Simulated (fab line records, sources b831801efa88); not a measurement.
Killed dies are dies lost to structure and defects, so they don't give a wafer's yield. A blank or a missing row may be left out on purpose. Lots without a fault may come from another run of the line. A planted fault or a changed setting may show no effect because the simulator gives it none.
One fault seen from 2 desks | flow sky130 | each desk has only its own numbers; what lay behind them comes last

THE METROLOGY DESK
What the gauges read, lot by lot, whatever tool the lot ran on: means of the sampled wafers that have a number. A lot is out of limits, marked OUT, if its mean lies more than 4 standard deviations from the usual mean; the brackets give that distance.
Columns: A = LDD_HVP_OVL at SKY_LDD_HVP_OVL_MEAS_07, usual 0.2 nm; B = LDD_HVP_TW at SKY_LDD_HVP_TW_MEAS_10, usual 452; C = LDD_LDN_OVL at SKY_LDD_LDN_OVL_MEAS_07, usual 0.9 nm
lot  | first seen here | A    | B   | C
L375 | day 23 01:56    | -1.4 | 453 | 4.2
L376 | day 23 09:15    | 0.7  | 452 | 0.1
L382 | day 24 08:07    | 0.1  | 448 | 0.3
L385 | day 24 09:39    | -0.2 | 448 | 1.0
L388 | day 24 12:40    | 2.1  | 449 | 1.5
L398 | day 31 08:14    | 0.3  | 457 | 1.7
This desk's finding: nothing out of limits on any of the 6 lots.

THE TOOL OWNER'S DESK: implanter-03
The tool's own readings at SKY_LDD_LDN_IMPLANT_08: means of the sampled wafers that have a number, for each lot that ran on this tool. A lot is out of limits, marked OUT, if its mean lies more than 4 standard deviations from the usual mean; the brackets give that distance.
Columns: A = beam_energy_keV at SKY_LDD_LDN_IMPLANT_08, usual 15.000; B = faraday_current_uA at SKY_LDD_LDN_IMPLANT_08, usual 70.4
lot  | first seen here | A                        | B
L376 | day 24 15:41    | 15.004                   | 70.7
L382 | day 25 14:14    | 19.684 (+99 or more) OUT | 71.0
L385 | day 25 16:04    | 19.678 (+99 or more) OUT | 70.0
This desk's finding: out of limits on L382, L385; first on L382, day 25 14:14 (beam_energy_keV at SKY_LDD_LDN_IMPLANT_08). In limits: L376.

PUT TOGETHER
The tool owner's desk could have raised an alarm at day 25 14:14, on L382, L385.
The metrology desk saw nothing out of limits.
The metrology desk has L382, L385 on record, within its limits.
Of the lots named, all ran SKY_LDD_LDN_IMPLANT_08 on implanter-03.

WHAT THE SIMULATOR HAD PUT IN
Process parameter drift: implanter-03, from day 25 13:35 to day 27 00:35, at SKY_LDD_LDN_IMPLANT_08. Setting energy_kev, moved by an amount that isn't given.
Lots struck among those shown: L382, L385.
Hours from the fault's start to each desk's first reading out of limits: the tool owner's desk, 1.
